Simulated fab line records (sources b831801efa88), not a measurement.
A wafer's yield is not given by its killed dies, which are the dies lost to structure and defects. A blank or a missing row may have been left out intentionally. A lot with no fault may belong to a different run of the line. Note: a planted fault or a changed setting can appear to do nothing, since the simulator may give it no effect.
Which of the tools did it?    flow gf180mcu    72 wafers from 24 lots sampled at 6 of the route's 602 steps

WHAT EACH GAUGE READ, for each wafer
GF_V2_CD_MEAS_14: target cd 260 nm. Usual: cd nm at 259.7 nm, with a standard deviation of 1.2.
lot   measured      on         cd nm (nm)         flag
L074  day 20 06:11  cd sem-02  261.5 261.5 260.7  
L075  day 20 15:03  cd sem-02  261.4 261.0 260.3  
L076  day 21 02:53  cd sem-02  258.4 259.2 258.6  
L077  day 21 13:16  cd sem-02  259.5 259.0 259.7  
L078  day 21 22:14  cd sem-01  258.1 259.2 260.3  
L079  day 22 08:28  cd sem-01  258.4 259.2 258.0  
L080  day 22 10:28  cd sem-02  261.2 259.5 260.4  
L081  day 23 03:43  cd sem-02  257.9 258.7 257.3  
L082  day 23 04:22  cd sem-02  261.1 260.2 259.7  
L083  day 23 19:01  cd sem-02  259.9 258.8 260.3  
L084  day 24 00:25  cd sem-02  260.7 260.5 261.2  
L085  day 24 14:26  cd sem-02  260.0 260.0 259.6  
L086  day 24 17:04  cd sem-01  260.7 260.3 259.4  
L087  day 24 22:49  cd sem-02  261.6 262.1 262.2  
L088  day 25 09:25  cd sem-02  261.3 260.5 262.4  
L089  day 25 13:50  cd sem-02  261.1 260.4 260.2  
L090  day 25 18:34  cd sem-01  259.5 259.6 260.0  
L091  day 26 04:59  cd sem-02  257.6 258.9 257.5  
L092  day 26 11:08  cd sem-01  258.4 259.1 258.2  
L093  day 26 20:07  cd sem-02  258.6 259.3 258.8  
L094  day 27 05:08  cd sem-02  259.7 258.8 258.2  
L095  day 27 11:00  cd sem-01  258.9 260.2 258.0  
L096  day 27 14:01  cd sem-02  260.1 260.5 259.4  
L097  day 28 03:52  cd sem-01  259.5 260.0 260.5  

GF_V4_THK_MEAS_03. Usual: V4_CVD_02_THK typically reads 853 nm, with standard deviation 14.
lot   measured      on             V4_CVD_02_THK (nm)  flag
L074  day 23 10:47  film metro-02  859 848 869         
L075  day 23 18:42  film metro-04  869 841 857         
L076  day 24 06:52  film metro-04  842 865 839         
L077  day 24 16:14  film metro-01  827 854 845         
L078  day 24 23:08  film metro-04  830 849 865         
L079  day 25 09:03  film metro-02  836 852 852         
L080  day 25 10:42  film metro-02  847 855 879         
L081  day 26 02:10  film metro-01  839 844 837         
L082  day 26 03:10  film metro-02  829 864 858         
L083  day 26 16:34  film metro-04  862 854 864         
L084  day 26 22:05  film metro-04  832 837 844         
L085  day 27 11:33  film metro-04  837 858 850         
L086  day 27 14:31  film metro-02  866 846 856         
L087  day 27 18:10  film metro-02  861 877 869         
L088  day 28 04:16  film metro-02  852 833 847         
L089  day 28 09:43  film metro-04  827 832 858         
L090  day 28 13:37  film metro-01  842 857 853         
L091  day 28 22:32  film metro-02  842 859 868         
L092  day 29 05:17  film metro-04  827 853 852         
L093  day 29 12:43  film metro-02  859 854 878         
L094  day 29 21:29  film metro-01  845 856 854         
L095  day 30 02:01  film metro-01  827 855 857         
L096  day 30 05:11  film metro-04  844 883 846         
L097  day 30 17:59  film metro-04  844 858 855         

GF_V4_RS_MEAS_24: the measuring method here is four-point-probe. Usual: V4_W_RS typically reads 0.326 ohm/sq, with standard deviation 0.0042.
lot   measured      on             V4_W_RS (ohm/sq)   flag
L074  day 24 10:10  film metro-04  0.334 0.334 0.331  
L075  day 24 18:44  film metro-04  0.322 0.324 0.326  
L076  day 25 06:05  film metro-04  0.326 0.327 0.328  
L077  day 25 15:18  film metro-01  0.325 0.330 0.332  
L078  day 25 22:00  film metro-04  0.330 0.324 0.325  
L079  day 26 07:59  film metro-04  0.327 0.328 0.324  
L080  day 26 08:59  film metro-01  0.324 0.322 0.321  
L081  day 27 00:00  film metro-01  0.322 0.327 0.324  
L082  day 27 01:35  film metro-04  0.324 0.326 0.325  
L083  day 27 14:14  film metro-01  0.326 0.323 0.324  
L084  day 27 19:16  film metro-01  0.319 0.325 0.330  
L085  day 28 08:43  film metro-01  0.323 0.321 0.329  
L086  day 28 11:52  film metro-01  0.329 0.335 0.333  
L087  day 28 15:26  film metro-04  0.326 0.320 0.328  
L088  day 29 01:10  film metro-04  0.325 0.319 0.322  
L089  day 29 06:46  film metro-02  0.321 0.319 0.319  
L090  day 29 10:02  film metro-01  0.322 0.320 0.323  
L091  day 29 18:51  film metro-01  0.331 0.329 0.332  
L092  day 30 01:48  film metro-02  0.326 0.328 0.323  
L093  day 30 08:54  film metro-04  0.331 0.332 0.334  
L094  day 30 17:42  film metro-01  0.319 0.323 0.322  
L095  day 30 21:43  film metro-01  0.330 0.330 0.328  
L096  day 31 01:09  film metro-01  0.334 0.330 0.330  
L097  day 31 13:12  film metro-02  0.327 0.322 0.328  

GF_M5_OVL_MEAS_08. Usual: M5_OVL typically reads -7 nm, with standard deviation 4.8.
lot   measured      on          M5_OVL (nm)  flag
L074  day 26 06:19  overlay-02  -12 -9 -12   
L075  day 26 13:55  overlay-02  -13 -3 -14   
L076  day 27 01:54  overlay-02  3 0 0        
L077  day 27 09:43  overlay-01  -6 -7 -5     
L078  day 27 16:13  overlay-02  1 -2 0       
L079  day 28 02:27  overlay-02  -5 3 -4      
L080  day 28 02:54  overlay-02  -13 -11 -12  
L081  day 28 17:39  overlay-01  3 -1 3       
L082  day 28 18:01  overlay-01  -11 -10 -2   
L083  day 29 06:52  overlay-02  -14 -15 -9   
L084  day 29 11:47  overlay-01  -4 -6 1      
L085  day 29 23:09  overlay-01  -15 -6 -9    
L086  day 30 03:03  overlay-02  -7 -1 0      
L087  day 30 06:34  overlay-01  -8 -12 -11   
L088  day 30 15:41  overlay-01  -3 -2 -6     
L089  day 30 20:15  overlay-02  -11 -8 -7    
L090  day 31 00:07  overlay-01  -8 -5 -2     
L091  day 31 08:07  overlay-02  -7 -11 -9    
L092  day 31 14:56  overlay-02  -3 -11 -12   
L093  day 31 21:42  overlay-02  -4 -2 -10    
L094  day 32 05:35  overlay-01  -9 -3 -6     
L095  day 32 09:03  overlay-02  -5 -6 -9     
L096  day 32 12:43  overlay-01  -6 -6 -5     
L097  day 32 23:36  overlay-02  -10 -11 -14  

GF_PASSIVATION_BOW_MEAS_14. Usual: PASSIVATION_BOW typically reads 136 um, with standard deviation 10.
lot   measured      on             PASSIVATION_BOW (um)  flag
L074  day 28 23:32  film metro-04  129 134 137           
L075  day 29 07:29  film metro-01  143 143 156           
L076  day 29 18:46  film metro-02  124 125 130           
L077  day 30 01:21  film metro-01  148 143 153           
L078  day 30 08:15  film metro-02  134 128 130           
L079  day 30 16:07  film metro-04  130 123 127           
L080  day 30 16:31  film metro-02  142 143 138           
L081  day 31 06:57  film metro-02  144 133 131           
L082  day 31 07:13  film metro-01  149 135 145           
L083  day 31 20:06  film metro-04  137 129 141           
L084  day 31 23:28  film metro-01  130 138 122           
L085  day 32 10:13  film metro-01  136 145 145           
L086  day 32 13:39  film metro-04  125 123 121           
L087  day 32 16:47  film metro-01  148 142 145           
L088  day 33 00:58  film metro-02  127 129 129           
L089  day 33 05:02  film metro-04  138 129 132           
L090  day 33 08:16  film metro-01  136 146 151           
L091  day 33 14:40  film metro-01  134 134 122           
L092  day 33 21:46  film metro-01  129 125 133           
L093  day 34 04:15  film metro-01  135 129 132           
L094  day 34 11:19  film metro-02  122 119 122           
L095  day 34 13:45  film metro-04  152 157 150           
L096  day 34 16:57  film metro-02  134 124 145           
L097  day 35 02:31  film metro-02  140 146 146           

EACH LOT AND THE TOOL THAT RAN IT (in order: tool; ch and the chambers of the sampled wafers; start)
lot   GF_TOP_METAL_METAL_ETCH_16
L074  rie metal-04 ch 0,1, day 28 01:41
L075  rie metal-01 ch 0, day 28 09:17
L076  rie metal-04 ch 0,1, day 28 20:35
L077  rie metal-01 ch 0,1, day 29 04:08
L078  rie metal-02 ch 0,1, day 29 10:20
L079  rie metal-02 ch 0,1, day 29 18:50
L080  rie metal-01 ch 0,1, day 29 19:59
L081  rie metal-01 ch 0,1, day 30 09:56
L082  rie metal-04 ch 0,1, day 30 10:14
L083  rie metal-01 ch 1, day 30 23:59
L084  rie metal-04 ch 0,1, day 31 03:38
L085  rie metal-01 ch 1, day 31 14:16
L086  rie metal-04 ch 0,1, day 31 17:56
L087  rie metal-04 ch 0,1, day 31 20:59
L088  rie metal-02 ch 0,1, day 32 04:53
L089  rie metal-04 ch 0,1, day 32 10:07
L090  rie metal-04 ch 0,1, day 32 13:11
L091  rie metal-02 ch 1, day 32 19:58
L092  rie metal-04 ch 0,1, day 33 02:58
L093  rie metal-01 ch 0,1, day 33 09:53
L094  rie metal-04 ch 0,1, day 33 16:56
L095  rie metal-04 ch 0,1, day 33 20:23
L096  rie metal-01 ch 0,1, day 33 23:17
L097  rie metal-02 ch 0,1, day 34 09:10
- GF_TOP_METAL_METAL_ETCH_16: etches the open film in Cl2/BCl3, stops on SiO2, target depth 1077.5 nm, time 179.6 s.

WHAT THE TOOLS THEMSELVES READ (means of the sampled wafers that have a number; where no wafer has one, the mark that the record gives instead)
GF_TOP_METAL_METAL_ETCH_16. Usual: drypump motor current A 6.1 A, standard deviation 0.31; oes product au 0.966 a.u., standard deviation 0.0087; throttle valve pct 28.257 %, standard deviation 0.012.
lot   tool          drypump motor current A (A)  oes product au (a.u.)  throttle valve pct (%)  flag
L074  rie metal-04  6.3                          0.958                  28.271                  
L075  rie metal-01  5.9                          0.970                  28.256                  
L076  rie metal-04  6.3                          0.970                  28.248                  
L077  rie metal-01  5.8                          0.966                  28.249                  
L078  rie metal-02  6.0                          0.970                  28.261                  
L079  rie metal-02  6.0                          0.981                  28.246                  
L080  rie metal-01  5.8                          0.966                  28.258                  
L081  rie metal-01  5.8                          0.970                  28.243                  
L082  rie metal-04  6.3                          0.955                  28.261                  
L083  rie metal-01  5.5                          0.961                  28.254                  
L084  rie metal-04  6.3                          0.954                  28.263                  
L085  rie metal-01  5.5                          0.961                  28.256                  
L086  rie metal-04  6.3                          0.967                  28.259                  
L087  rie metal-04  6.3                          0.970                  28.254                  
L088  rie metal-02  6.0                          0.959                  28.265                  
L089  rie metal-04  6.3                          0.967                  28.246                  
L090  rie metal-04  6.3                          0.968                  28.253                  
L091  rie metal-02  5.8                          0.958                  28.249                  
L092  rie metal-04  6.3                          0.975                  28.259                  
L093  rie metal-01  5.8                          0.966                  28.262                  
L094  rie metal-04  6.3                          0.963                  28.259                  
L095  rie metal-04  6.2                          0.963                  28.261                  
L096  rie metal-01  5.8                          0.962                  28.264                  
L097  rie metal-02  6.0                          0.964                  28.259                  

THE ANSWER, worked out from the rows above alone
Rule: a lot is off if the mean of its wafers that have a number lies more than 3 standard deviations from the usual mean. A lot without any number at a reading at which 4 lots or more have one is off too. Any other lot the step has rows for is counted as sound. First the gauges in route order, then the tools' own readings, where a lot's mean is used as printed above. At the first step where some lot is off, the reading lying furthest off is the one used; lots without a number count as furthest.
Across all readings shown, no lot is off: no conclusion can be drawn from this.

WHAT WAS PUT IN BY THE SIMULATOR
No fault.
